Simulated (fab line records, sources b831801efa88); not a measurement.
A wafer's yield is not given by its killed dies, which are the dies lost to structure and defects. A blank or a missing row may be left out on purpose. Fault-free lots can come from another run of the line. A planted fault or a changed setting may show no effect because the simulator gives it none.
fab line records	flow gf180mcu
record lots=5	wafers=15	last-day=34
route steps=602 shown DNWELL@40 NWELL@42 LVPWELL@54 MVSD@66
lots that met no fault: taken from a fault-free run of the same line
start-h: hours from the record's first day to the start of the lot's first wafer shown	wait-h: time in hours since the lot's previous step	" repeats the value in the row above	L1.1+2: a single row standing in for several wafers	- no value present, or no start provided	* or withheld: withheld	< > ~ a bound
route shown NAME@n: NAME is a module with steps in the file, n the number in the route of the first one	usual: the fault-free wafers' mean and standard deviation	same: alike in all rows	chamber/n: place in a boat	sites: the reading at each site	_std_site: standard deviation of those values	_edge_site: mean of outer sites minus mean of inner sites	radius-mm: how far each site lies from the wafer's centre	mask NAME#n: copy n	behind: the tool/chamber that last shaped the wafer	hold: cause of the lot's hold/its duration in hours/its outcome	device: the transistor (n, p or np) that didn't switch	end of line: tests run on the same wafers once the route is complete	step lacking rows: just its recipe	killed: at the first sort, the dies lost to defects and structure; wafer yield is something else	map: dies across one wafer; x = killed, . = not, _ = none there
set.NAME: the setting the step ran with; set.NAME@STEP: the setting that earlier step ran with	model.NAME: the simulator's own value behind a step, which no gauge read
lots at some steps of the route; a table a step, a row a wafer
services: from which hour (start-h, from the record's first day; less than 0 if before it) a tool's chamber was out of use, for how many hours, and why
## steps
# step GF_DNWELL_STRIP_08
# recipe chemistry=O2/N2	power-w=1400	pressure-mtorr=1500	platen-temp-c=250	o2-flow-sccm=3000	n2-flow-sccm=300	overash-fraction=0.5
# usual drypump-motor-current-A=5.7/0.54	heater-power-w=316/27	oes-product-au=0.722/0.0043	strip-time-to-endpoint-s=36.96/0.091
lot.wafer	tool	chamber	start-h	wait-h	drypump-motor-current-A	heater-power-w	oes-product-au	rf-hours-counter-h	strip-time-to-endpoint-s
L079.2	plasma-asher-03	1	69.36	0.1	5.9	263	0.728	40	36.96
L079.3	"	0	"	"	5.9	317	0.719	-	36.98
L079.4	"	1	"	"	5.9	263	0.720	-	37.13
L083.2	plasma-asher-01	0	90.17	0.1	5.2	316	0.719	44	36.73
L083.4	"	1	"	"	5.3	326	0.727	-	36.86
L083.5	"	0	"	"	5.2	332	0.724	-	36.94
L091.3	plasma-asher-01	1	132.88	0.1	5.3	315	0.721	-	36.82
L091.5	"	0	"	"	5.2	311	0.723	-	37.01
L091.6	"	1	"	"	5.3	314	0.720	-	36.99
L092.1	plasma-asher-03	0	140.60	0.2	6.0	321	0.729	49	37.10
L092.2	"	1	"	"	5.8	257	0.716	49	36.90
L092.4	"	1	"	"	5.9	257	0.724	-	36.93
L095.1	plasma-asher-03	0	155.27	0.1	6.0	320	0.721	50	37.06
L095.2	"	1	"	"	5.8	267	0.725	50	36.99
L095.4	"	1	"	"	5.8	266	0.729	-	36.99
# step GF_DNWELL_TW_MEAS_09
# usual DNWELL_TW=1368/12
lot.wafer	tool	chamber	start-h	wait-h	DNWELL_TW
L079.2	film-metro-03	-	69.47	0.1	1398
L079.3	"	-	"	"	1397
L079.4	"	-	"	"	1395
L083.2	film-metro-04	-	90.28	0.1	1365
L083.4	"	-	"	"	1360
L083.5	"	-	"	"	1362
L091.3	film-metro-03	-	132.97	0.1	1371
L091.5	"	-	"	"	1367
L091.6	"	-	"	"	1369
L092.1	film-metro-04	-	140.70	0.1	1365
L092.2	"	-	"	"	1362
L092.4	"	-	"	"	1369
L095.1	film-metro-04	-	155.37	0.1	1360
L095.2	"	-	"	"	1367
L095.4	"	-	"	"	1369
# step GF_NWELL_DEHYDRATE_00
# recipe temp-c=200	time-s=60
# usual resist-line-temp-C=22.98/0.11
lot.wafer	tool	chamber	start-h	wait-h	resist-line-temp-C
L079.2	litho-track-04	0	76.30	6.8	22.81
L079.3	"	0	"	"	22.86
L079.4	"	0	"	"	22.92
L083.2	litho-track-04	0	96.15	5.9	23.04
L083.4	"	0	"	"	23.09
L083.5	"	0	"	"	23.16
L091.3	litho-track-02	0	140.17	7.2	22.89
L091.5	"	0	"	"	23.11
L091.6	"	0	"	"	23.23
L092.1	litho-track-04	0	147.27	6.6	23.02
L092.2	"	0	"	"	22.84
L092.4	"	0	"	"	22.82
L095.1	litho-track-02	0	162.52	7.1	23.04
L095.2	"	0	"	"	23.08
L095.4	"	0	"	"	22.94
# step GF_NWELL_HMDS_01
# recipe prime-time-s=60	prime-temp-c=120
# usual resist-line-temp-C=23.00/0.11
# same prime-time-s=60
lot.wafer	tool	chamber	start-h	wait-h	resist-line-temp-C
L079.2	litho-track-04	0	76.45	0.1	23.08
L079.3	"	0	"	"	23.10
L079.4	"	0	"	"	22.94
L083.2	litho-track-04	0	96.30	0.1	23.03
L083.4	"	0	"	"	23.03
L083.5	"	0	"	"	22.97
L091.3	litho-track-02	0	140.32	0.1	22.91
L091.5	"	0	"	"	23.06
L091.6	"	0	"	"	23.16
L092.1	litho-track-04	0	147.42	0.1	23.09
L092.2	"	0	"	"	23.10
L092.4	"	0	"	"	23.23
L095.1	litho-track-02	0	162.67	0.1	23.02
L095.2	"	0	"	"	22.98
L095.4	"	0	"	"	23.09
# step GF_NWELL_COAT_02
# recipe spin-rpm=2000	resist-thk-nm=3000
# usual resist-line-temp-C=23.01/0.11
lot.wafer	tool	chamber	start-h	wait-h	resist-line-temp-C
L079.2	litho-track-04	0	76.60	0.1	23.12
L079.3	"	0	"	"	23.09
L079.4	"	0	"	"	23.16
L083.2	litho-track-04	0	96.45	0.1	22.99
L083.4	"	0	"	"	23.12
L083.5	"	0	"	"	23.09
L091.3	litho-track-02	0	140.47	0.1	22.93
L091.5	"	0	"	"	23.01
L091.6	"	0	"	"	22.97
L092.1	litho-track-04	0	147.57	0.1	23.08
L092.2	"	0	"	"	23.02
L092.4	"	0	"	"	23.00
L095.1	litho-track-02	0	162.82	0.1	23.17
L095.2	"	0	"	"	23.14
L095.4	"	0	"	"	23.10
# step GF_NWELL_SOFTBAKE_03
# recipe temp-c=110	time-s=withheld
# usual resist-line-temp-C=23.01/0.12
lot.wafer	tool	chamber	start-h	wait-h	resist-line-temp-C
L079.2	litho-track-04	0	76.76	0.1	23.15
L079.3	"	0	"	"	22.96
L079.4	"	0	"	"	23.11
L083.2	litho-track-04	0	96.61	0.1	23.02
L083.4	"	0	"	"	22.91
L083.5	"	0	"	"	23.05
L091.3	litho-track-02	0	140.64	0.1	23.11
L091.5	"	0	"	"	23.20
L091.6	"	0	"	"	23.00
L092.1	litho-track-04	0	147.72	0.1	22.99
L092.2	"	0	"	"	22.95
L092.4	"	0	"	"	22.84
L095.1	litho-track-02	0	162.97	0.1	23.18
L095.2	"	0	"	"	23.18
L095.4	"	0	"	"	23.23
# step GF_NWELL_EXPOSE_04
# recipe mask-id=Nwell	target-cd-nm=860	na=0.6	source-shape=conventional	sigma-outer=0.6	dose-mj=260
# usual reticle-temp-C=23.01/0.12
lot.wafer	tool	chamber	start-h	wait-h	mask	reticle-temp-C
L079.2	iline-stepper-01	0	-	-	Nwell#0	23.05
L079.3	"	0	"	"	Nwell#0	23.05
L079.4	"	0	"	"	Nwell#0	22.92
L083.2	iline-stepper-02	0	-	-	Nwell#0	23.00
L083.4	"	0	"	"	Nwell#0	23.02
L083.5	"	0	"	"	Nwell#0	23.10
L091.3	iline-stepper-01	0	-	-	Nwell#0	22.94
L091.5	"	0	"	"	Nwell#0	22.80
L091.6	"	0	"	"	Nwell#0	22.84
L092.1	iline-stepper-02	0	-	-	Nwell#0	23.17
L092.2	"	0	"	"	Nwell#0	23.14
L092.4	"	0	"	"	Nwell#0	23.07
L095.1	iline-stepper-02	0	-	-	Nwell#0	22.82
L095.2	"	0	"	"	Nwell#0	23.14
L095.4	"	0	"	"	Nwell#0	22.96
# step GF_NWELL_PEB_05
# recipe temp-c=115	time-s=withheld
# usual resist-line-temp-C=22.97/0.11
lot.wafer	tool	chamber	start-h	wait-h	resist-line-temp-C
L079.2	litho-track-04	0	-	-	22.95
L079.3	"	0	"	"	23.00
L079.4	"	0	"	"	22.96
L083.2	litho-track-04	0	-	-	22.96
L083.4	"	0	"	"	23.04
L083.5	"	0	"	"	22.99
L091.3	litho-track-02	0	-	-	23.15
L091.5	"	0	"	"	22.93
L091.6	"	0	"	"	23.25
L092.1	litho-track-04	0	-	-	22.91
L092.2	"	0	"	"	22.94
L092.4	"	0	"	"	23.05
L095.1	litho-track-04	0	-	-	23.06
L095.2	"	0	"	"	22.88
L095.4	"	0	"	"	22.98
# step GF_NWELL_DEVELOP_06
# recipe wall-angle-deg=90	develop-time-s=60	dev-temp-c=23
# usual resist-line-temp-C=23.01/0.096
lot.wafer	tool	chamber	start-h	wait-h	resist-line-temp-C
L079.2	litho-track-04	0	-	-	22.86
L079.3	"	0	"	"	23.01
L079.4	"	0	"	"	22.70
L083.2	litho-track-04	0	-	-	22.96
L083.4	"	0	"	"	22.86
L083.5	"	0	"	"	23.07
L091.3	litho-track-02	0	-	-	22.91
L091.5	"	0	"	"	23.01
L091.6	"	0	"	"	23.02
L092.1	litho-track-04	0	-	-	23.02
L092.2	"	0	"	"	22.99
L092.4	"	0	"	"	23.11
L095.1	litho-track-04	0	-	-	22.98
L095.2	"	0	"	"	23.09
L095.4	"	0	"	"	23.03
# step GF_NWELL_OVL_MEAS_07
# usual NWELL_OVL=0.1/1.7
lot.wafer	tool	chamber	start-h	wait-h	NWELL_OVL[nm]
L079.2	overlay-02	-	83.08	-	2.7
L079.3	"	-	"	"	1.4
L079.4	"	-	"	"	2.0
L083.2	overlay-01	-	104.33	-	2.8
L083.4	"	-	"	"	2.2
L083.5	"	-	"	"	1.7
L091.3	overlay-02	-	147.78	-	-0.3
L091.5	"	-	"	"	1.0
L091.6	"	-	"	"	1.7
L092.1	overlay-02	-	156.07	-	-0.6
L092.2	"	-	"	"	0.4
L092.4	"	-	"	"	-0.4
L095.1	overlay-01	-	171.32	-	2.0
L095.2	"	-	"	"	2.6
L095.4	"	-	"	"	1.7
# step GF_NWELL_IMPLANT_08
# recipe species=P	energy-kev=450	dose-cm2=1.5e+13	tilt-deg=0
# usual dose-ions-cm2=1.5e+13/1.7e+10
lot.wafer	tool	chamber	start-h	wait-h	dose-ions-cm2
L079.2	implanter-04	0	83.13	0.0	1.4982e+13
L079.3	"	0	"	"	1.4992e+13
L079.4	"	0	"	"	1.4981e+13
L083.2	implanter-03	0	104.38	0.0	1.5027e+13
L083.4	"	0	"	"	1.4993e+13
L083.5	"	0	"	"	1.5028e+13
L091.3	implanter-01	0	147.86	0.1	1.4985e+13
L091.5	"	0	"	"	1.4972e+13
L091.6	"	0	"	"	1.4968e+13
L092.1	implanter-03	0	156.11	0.0	1.4974e+13
L092.2	"	0	"	"	1.4961e+13
L092.4	"	0	"	"	1.4987e+13
L095.1	implanter-04	0	171.36	0.0	1.4991e+13
L095.2	"	0	"	"	1.4983e+13
L095.4	"	0	"	"	1.4993e+13
# step GF_NWELL_IMPLANT_09
# recipe species=P	energy-kev=160	dose-cm2=4e+12	tilt-deg=0
# usual dose-ions-cm2=4e+12/3.7e+09
lot.wafer	tool	chamber	start-h	wait-h	dose-ions-cm2
L079.2	implanter-04	0	83.28	0.1	4.001e+12
L079.3	"	0	"	"	3.992e+12
L079.4	"	0	"	"	3.998e+12
L083.2	implanter-03	0	104.53	0.1	4e+12
L083.4	"	0	"	"	4e+12
L083.5	"	0	"	"	3.994e+12
L091.3	implanter-01	0	148.01	0.1	3.998e+12
L091.5	"	0	"	"	3.995e+12
L091.6	"	0	"	"	3.996e+12
L092.1	implanter-03	0	156.26	0.1	4.004e+12
L092.2	"	0	"	"	3.997e+12
L092.4	"	0	"	"	3.996e+12
L095.1	implanter-04	0	171.51	0.1	3.999e+12
L095.2	"	0	"	"	4.002e+12
L095.4	"	0	"	"	4e+12
# step GF_NWELL_STRIP_10
# recipe chemistry=O2/N2	power-w=1400	pressure-mtorr=1500	platen-temp-c=250	o2-flow-sccm=3000	n2-flow-sccm=300	overash-fraction=0.5
# usual drypump-motor-current-A=5.8/0.58	heater-power-w=337/24	oes-product-au=0.723/0.0043	strip-time-to-endpoint-s=36.95/0.1
lot.wafer	tool	chamber	start-h	wait-h	drypump-motor-current-A	heater-power-w	oes-product-au	rf-hours-counter-h	strip-time-to-endpoint-s
L079.2	plasma-asher-01	1	83.41	0.1	5.2	316	0.718	44	36.92
L079.3	"	1	"	"	5.3	323	0.715	-	36.80
L079.4	"	0	"	"	5.2	325	0.730	-	36.97
L083.2	plasma-asher-04	0	104.66	0.1	5.1	304	0.731	43	36.87
L083.4	"	1	"	"	6.6	361	0.717	-	36.81
L083.5	"	0	"	"	5.1	309	0.723	-	36.75
L091.3	plasma-asher-04	0	148.14	0.1	5.1	305	0.724	-	36.99
L091.5	"	0	"	"	5.1	305	0.711	-	37.02
L091.6	"	1	"	"	6.6	349	0.726	-	36.99
L092.1	plasma-asher-01	0	156.41	0.1	5.2	321	0.729	4	37.17
L092.2	"	1	"	"	5.3	324	0.726	4	36.99
L092.4	"	0	"	"	5.2	325	0.728	-	36.98
L095.1	plasma-asher-01	1	171.66	0.1	5.2	318	0.723	6	37.02
L095.2	"	0	"	"	5.2	326	0.714	6	36.92
L095.4	"	0	"	"	5.2	316	0.715	-	37.05
# step GF_NWELL_TW_MEAS_11
# usual NWELL_TW=1601/11
lot.wafer	tool	chamber	start-h	wait-h	NWELL_TW
L079.2	film-metro-03	-	83.52	0.1	1619
L079.3	"	-	"	"	1626
L079.4	"	-	"	"	1612
L083.2	film-metro-02	-	104.77	0.1	1608
L083.4	"	-	"	"	1603
L083.5	"	-	"	"	1615
L091.3	film-metro-04	-	148.23	0.1	1597
L091.5	"	-	"	"	1593
L091.6	"	-	"	"	1588
L092.1	film-metro-02	-	156.51	0.1	1593
L092.2	"	-	"	"	1598
L092.4	"	-	"	"	1597
L095.1	film-metro-03	-	171.76	0.1	1592
L095.2	"	-	"	"	1590
L095.4	"	-	"	"	1597
# step GF_LVPWELL_DEHYDRATE_00
# recipe temp-c=200	time-s=60
# usual resist-line-temp-C=23.00/0.096
lot.wafer	tool	chamber	start-h	wait-h	resist-line-temp-C
L079.2	litho-track-02	0	90.40	6.9	23.11
L079.3	"	0	"	"	23.07
L079.4	"	0	"	"	22.99
L083.2	litho-track-04	0	110.85	6.1	22.96
L083.4	"	0	"	"	22.97
L083.5	"	0	"	"	22.84
L091.3	litho-track-03	0	155.85	7.6	22.76
L091.5	"	0	"	"	23.10
L091.6	"	0	"	"	22.98
L092.1	litho-track-02	0	163.52	7.0	23.16
L092.2	"	0	"	"	23.08
L092.4	"	0	"	"	23.12
L095.1	litho-track-04	0	178.97	7.2	22.98
L095.2	"	0	"	"	22.98
L095.4	"	0	"	"	22.90
# step GF_LVPWELL_HMDS_01
# recipe prime-time-s=60	prime-temp-c=120
# usual resist-line-temp-C=23.00/0.13
# same prime-time-s=60
lot.wafer	tool	chamber	start-h	wait-h	resist-line-temp-C
L079.2	litho-track-02	0	90.55	0.1	23.08
L079.3	"	0	"	"	23.01
L079.4	"	0	"	"	23.07
L083.2	litho-track-04	0	111.00	0.1	22.72
L083.4	"	0	"	"	22.89
L083.5	"	0	"	"	22.98
L091.3	litho-track-03	0	156.00	0.1	22.97
L091.5	"	0	"	"	22.99
L091.6	"	0	"	"	23.03
L092.1	litho-track-02	0	163.67	0.1	22.85
L092.2	"	0	"	"	22.79
L092.4	"	0	"	"	22.83
L095.1	litho-track-04	0	179.12	0.1	22.95
L095.2	"	0	"	"	22.91
L095.4	"	0	"	"	22.84
# step GF_LVPWELL_COAT_02
# recipe spin-rpm=2000	resist-thk-nm=3000
# usual resist-line-temp-C=23.00/0.097
lot.wafer	tool	chamber	start-h	wait-h	resist-line-temp-C
L079.2	litho-track-02	0	90.70	0.1	22.80
L079.3	"	0	"	"	23.03
L079.4	"	0	"	"	22.98
L083.2	litho-track-04	0	111.15	0.1	22.85
L083.4	"	0	"	"	22.90
L083.5	"	0	"	"	22.99
L091.3	litho-track-03	0	156.15	0.1	22.87
L091.5	"	0	"	"	22.97
L091.6	"	0	"	"	23.01
L092.1	litho-track-02	0	163.82	0.1	22.97
L092.2	"	0	"	"	23.11
L092.4	"	0	"	"	23.03
L095.1	litho-track-04	0	179.27	0.1	22.86
L095.2	"	0	"	"	23.07
L095.4	"	0	"	"	22.96
# step GF_LVPWELL_SOFTBAKE_03
# recipe temp-c=110	time-s=withheld
# usual resist-line-temp-C=22.99/0.1
lot.wafer	tool	chamber	start-h	wait-h	resist-line-temp-C
L079.2	litho-track-02	0	90.85	0.1	23.00
L079.3	"	0	"	"	23.07
L079.4	"	0	"	"	23.01
L083.2	litho-track-04	0	111.31	0.1	23.00
L083.4	"	0	"	"	23.03
L083.5	"	0	"	"	22.90
L091.3	litho-track-03	0	156.32	0.1	22.89
L091.5	"	0	"	"	22.90
L091.6	"	0	"	"	22.93
L092.1	litho-track-02	0	163.97	0.1	22.99
L092.2	"	0	"	"	23.01
L092.4	"	0	"	"	22.88
L095.1	litho-track-04	0	179.42	0.1	23.09
L095.2	"	0	"	"	22.88
L095.4	"	0	"	"	22.87
# step GF_LVPWELL_EXPOSE_04
# recipe mask-id=LVPWELL	target-cd-nm=600	na=0.6	source-shape=conventional	sigma-outer=0.6	dose-mj=260
# usual reticle-temp-C=22.99/0.1
lot.wafer	tool	chamber	start-h	wait-h	mask	reticle-temp-C
L079.2	iline-stepper-02	0	-	-	LVPWELL#0	22.90
L079.3	"	0	"	"	LVPWELL#0	22.87
L079.4	"	0	"	"	LVPWELL#0	22.87
L083.2	iline-stepper-01	0	-	-	LVPWELL#0	23.17
L083.4	"	0	"	"	LVPWELL#0	23.21
L083.5	"	0	"	"	LVPWELL#0	23.03
L091.3	iline-stepper-01	0	-	-	LVPWELL#0	23.06
L091.5	"	0	"	"	LVPWELL#0	23.06
L091.6	"	0	"	"	LVPWELL#0	23.20
L092.1	iline-stepper-02	0	-	-	LVPWELL#0	22.93
L092.2	"	0	"	"	LVPWELL#0	22.98
L092.4	"	0	"	"	LVPWELL#0	23.07
L095.1	iline-stepper-01	0	-	-	LVPWELL#0	22.95
L095.2	"	0	"	"	LVPWELL#0	22.90
L095.4	"	0	"	"	LVPWELL#0	22.94
# step GF_LVPWELL_PEB_05
# recipe temp-c=115	time-s=withheld
# usual resist-line-temp-C=23.01/0.11
lot.wafer	tool	chamber	start-h	wait-h	resist-line-temp-C
L079.2	litho-track-04	0	-	-	23.06
L079.3	"	0	"	"	23.07
L079.4	"	0	"	"	23.06
L083.2	litho-track-02	0	-	-	23.02
L083.4	"	0	"	"	22.95
L083.5	"	0	"	"	23.00
L091.3	litho-track-03	0	-	-	23.16
L091.5	"	0	"	"	23.15
L091.6	"	0	"	"	23.32
L092.1	litho-track-02	0	-	-	23.19
L092.2	"	0	"	"	23.20
L092.4	"	0	"	"	22.96
L095.1	litho-track-04	0	-	-	22.71
L095.2	"	0	"	"	22.97
L095.4	"	0	"	"	22.88
# step GF_LVPWELL_DEVELOP_06
# recipe wall-angle-deg=90	develop-time-s=60	dev-temp-c=23
# usual resist-line-temp-C=22.99/0.099
lot.wafer	tool	chamber	start-h	wait-h	resist-line-temp-C
L079.2	litho-track-04	0	-	-	23.06
L079.3	"	0	"	"	22.80
L079.4	"	0	"	"	22.87
L083.2	litho-track-02	0	-	-	23.06
L083.4	"	0	"	"	23.04
L083.5	"	0	"	"	23.01
L091.3	litho-track-03	0	-	-	22.93
L091.5	"	0	"	"	22.95
L091.6	"	0	"	"	23.09
L092.1	litho-track-02	0	-	-	23.22
L092.2	"	0	"	"	23.12
L092.4	"	0	"	"	23.14
L095.1	litho-track-04	0	-	-	23.12
L095.2	"	0	"	"	22.99
L095.4	"	0	"	"	22.97
# step GF_LVPWELL_OVL_MEAS_07
# usual LVPWELL_OVL=0.8/1.4
lot.wafer	tool	chamber	start-h	wait-h	LVPWELL_OVL[nm]
L079.2	overlay-01	-	97.13	-	2.4
L079.3	"	-	"	"	1.9
L079.4	"	-	"	"	2.3
L083.2	overlay-01	-	119.08	-	0.2
L083.4	"	-	"	"	-0.7
L083.5	"	-	"	"	-0.2
L091.3	overlay-01	-	164.22	-	1.4
L091.5	"	-	"	"	0.9
L091.6	"	-	"	"	2.0
L092.1	overlay-01	-	171.92	-	0.4
L092.2	"	-	"	"	-0.1
L092.4	"	-	"	"	1.6
L095.1	overlay-01	-	188.27	-	2.2
L095.2	"	-	"	"	0.9
L095.4	"	-	"	"	1.6
# step GF_LVPWELL_IMPLANT_08
# recipe species=B	energy-kev=170	dose-cm2=1.5e+13	tilt-deg=0
# usual dose-ions-cm2=1.5001e+13/1.9e+10
lot.wafer	tool	chamber	start-h	wait-h	dose-ions-cm2
L079.2	implanter-04	0	97.18	0.0	1.4992e+13
L079.3	"	0	"	"	1.4991e+13
L079.4	"	0	"	"	1.5003e+13
L083.2	implanter-04	0	119.13	0.0	1.499e+13
L083.4	"	0	"	"	1.4995e+13
L083.5	"	0	"	"	1.5001e+13
L091.3	implanter-02	0	164.29	0.1	1.4969e+13
L091.5	"	0	"	"	1.5016e+13
L091.6	"	0	"	"	1.4991e+13
L092.1	implanter-02	0	171.96	0.0	1.5007e+13
L092.2	"	0	"	"	1.4974e+13
L092.4	"	0	"	"	1.4983e+13
L095.1	implanter-03	0	188.45	0.2	1.4998e+13
L095.2	"	0	"	"	1.5027e+13
L095.4	"	0	"	"	1.5014e+13
# step GF_LVPWELL_IMPLANT_09
# recipe species=B	energy-kev=60	dose-cm2=5e+12	tilt-deg=0
# usual dose-ions-cm2=5.001e+12/5.6e+09
lot.wafer	tool	chamber	start-h	wait-h	dose-ions-cm2
L079.2	implanter-04	0	97.33	0.1	4.999e+12
L079.3	"	0	"	"	5.007e+12
L079.4	"	0	"	"	5.005e+12
L083.2	implanter-04	0	119.28	0.1	4.996e+12
L083.4	"	0	"	"	5.008e+12
L083.5	"	0	"	"	5e+12
L091.3	implanter-02	0	164.44	0.1	4.995e+12
L091.5	"	0	"	"	5.009e+12
L091.6	"	0	"	"	4.987e+12
L092.1	implanter-02	0	172.11	0.1	5.009e+12
L092.2	"	0	"	"	5.001e+12
L092.4	"	0	"	"	5.007e+12
L095.1	implanter-03	0	188.60	0.1	4.995e+12
L095.2	"	0	"	"	4.995e+12
L095.4	"	0	"	"	5e+12
# step GF_LVPWELL_STRIP_10
# recipe chemistry=O2/N2	power-w=1400	pressure-mtorr=1500	platen-temp-c=250	o2-flow-sccm=3000	n2-flow-sccm=300	overash-fraction=0.5
# usual drypump-motor-current-A=5.88/0.27	heater-power-w=319/39	oes-product-au=0.722/0.005	strip-time-to-endpoint-s=36.96/0.099
lot.wafer	tool	chamber	start-h	wait-h	drypump-motor-current-A	heater-power-w	oes-product-au	rf-hours-counter-h	strip-time-to-endpoint-s
L079.2	plasma-asher-01	0	97.46	0.1	5.21	326	0.722	45	37.08
L079.3	"	1	"	"	5.27	316	0.726	-	36.97
L079.4	"	0	"	"	5.20	323	0.723	-	37.08
L083.2	plasma-asher-02	1	119.41	0.1	5.95	346	0.727	32	36.87
L083.4	"	0	"	"	6.17	372	0.725	-	36.83
L083.5	"	1	"	"	5.93	339	0.720	-	36.86
L091.3	plasma-asher-03	1	164.57	0.1	5.82	269	0.718	-	36.95
L091.5	"	1	"	"	5.83	266	0.725	-	36.90
L091.6	"	0	"	"	5.95	311	0.721	-	37.01
L092.1	plasma-asher-03	1	172.26	0.1	5.85	257	0.722	52	37.15
L092.2	"	0	"	"	5.97	323	0.715	52	37.10
L092.4	"	1	"	"	5.87	260	0.717	-	37.10
L095.1	plasma-asher-03	1	188.75	0.1	5.85	262	0.713	54	36.97
L095.2	"	0	"	"	5.96	317	0.716	54	37.12
L095.4	"	1	"	"	5.83	265	0.724	-	37.11
# step GF_LVPWELL_TW_MEAS_11
# usual LVPWELL_TW=569/3
lot.wafer	tool	chamber	start-h	wait-h	LVPWELL_TW
L079.2	film-metro-03	-	97.57	0.1	574
L079.3	"	-	"	"	572
L079.4	"	-	"	"	571
L083.2	film-metro-03	-	119.52	0.1	569
L083.4	"	-	"	"	570
L083.5	"	-	"	"	570
L091.3	film-metro-04	-	164.66	0.1	569
L091.5	"	-	"	"	563
L091.6	"	-	"	"	564
L092.1	film-metro-04	-	172.36	0.1	564
L092.2	"	-	"	"	565
L092.4	"	-	"	"	563
L095.1	film-metro-03	-	188.85	0.1	565
L095.2	"	-	"	"	567
L095.4	"	-	"	"	566
# step GF_MVSD_DEHYDRATE_00
# recipe temp-c=200	time-s=60
# usual resist-line-temp-C=23.00/0.1
lot.wafer	tool	chamber	start-h	wait-h	resist-line-temp-C
L079.2	litho-track-03	0	104.38	6.8	23.01
L079.3	"	0	"	"	23.04
L079.4	"	0	"	"	23.06
L083.2	litho-track-03	0	126.23	6.7	23.20
L083.4	"	0	"	"	22.96
L083.5	"	0	"	"	22.97
L091.3	litho-track-01	0	171.99	7.3	23.00
L091.5	"	0	"	"	22.77
L091.6	"	0	"	"	22.95
L092.1	litho-track-03	0	179.80	7.4	23.14
L092.2	"	0	"	"	23.20
L092.4	"	0	"	"	23.10
L095.1	litho-track-03	0	197.15	8.3	22.93
L095.2	"	0	"	"	23.03
L095.4	"	0	"	"	22.97
# step GF_MVSD_HMDS_01
# recipe prime-time-s=60	prime-temp-c=120
# usual resist-line-temp-C=22.97/0.11
# same prime-time-s=60
lot.wafer	tool	chamber	start-h	wait-h	resist-line-temp-C
L079.2	litho-track-03	0	104.53	0.1	22.72
L079.3	"	0	"	"	22.76
L079.4	"	0	"	"	22.81
L083.2	litho-track-03	0	126.38	0.1	23.06
L083.4	"	0	"	"	23.01
L083.5	"	0	"	"	22.89
L091.3	litho-track-01	0	172.14	0.1	22.96
L091.5	"	0	"	"	22.84
L091.6	"	0	"	"	22.97
L092.1	litho-track-03	0	179.95	0.1	22.99
L092.2	"	0	"	"	23.16
L092.4	"	0	"	"	22.78
L095.1	litho-track-03	0	197.30	0.1	22.98
L095.2	"	0	"	"	23.06
L095.4	"	0	"	"	23.08
# step GF_MVSD_COAT_02
# recipe spin-rpm=2000	resist-thk-nm=3000
# usual resist-line-temp-C=23.00/0.096
lot.wafer	tool	chamber	start-h	wait-h	resist-line-temp-C
L079.2	litho-track-03	0	104.68	0.1	23.00
L079.3	"	0	"	"	22.83
L079.4	"	0	"	"	23.04
L083.2	litho-track-03	0	126.53	0.1	23.02
L083.4	"	0	"	"	22.93
L083.5	"	0	"	"	22.94
L091.3	litho-track-01	0	172.29	0.1	23.03
L091.5	"	0	"	"	23.04
L091.6	"	0	"	"	23.00
L092.1	litho-track-03	0	180.10	0.1	23.07
L092.2	"	0	"	"	23.15
L092.4	"	0	"	"	23.07
L095.1	litho-track-03	0	197.45	0.1	22.96
L095.2	"	0	"	"	23.05
L095.4	"	0	"	"	22.98
## services
tool	chamber	start-h	hours	kind
plasma-asher-04	-	63.41	28.1	pm
implanter-01	-	70.18	1.3	repair
plasma-asher-03	-	73.20	4.2	repair
iline-stepper-01	-	81.55	2.1	repair
implanter-01	-	82.21	4.2	repair
implanter-02	-	95.16	3.3	pm
implanter-01	-	95.58	25.1	pm
implanter-04	-	98.88	3.3	pm
iline-stepper-02	-	103.23	1.7	pm
plasma-asher-01	-	108.75	9.0	pm
plasma-asher-01	0	108.75	9.0	vent-cycle
plasma-asher-01	1	108.75	9.0	vent-cycle
plasma-asher-02	-	111.71	2.8	pm
plasma-asher-04	-	112.18	2.6	repair
iline-stepper-01	-	114.59	3.4	repair
plasma-asher-01	0	117.75	-	clean
plasma-asher-01	1	117.75	-	clean
implanter-03	-	122.28	4.5	pm
iline-stepper-01	-	164.46	1.7	pm
iline-stepper-01	-	167.84	5.8	repair
## key
fault none
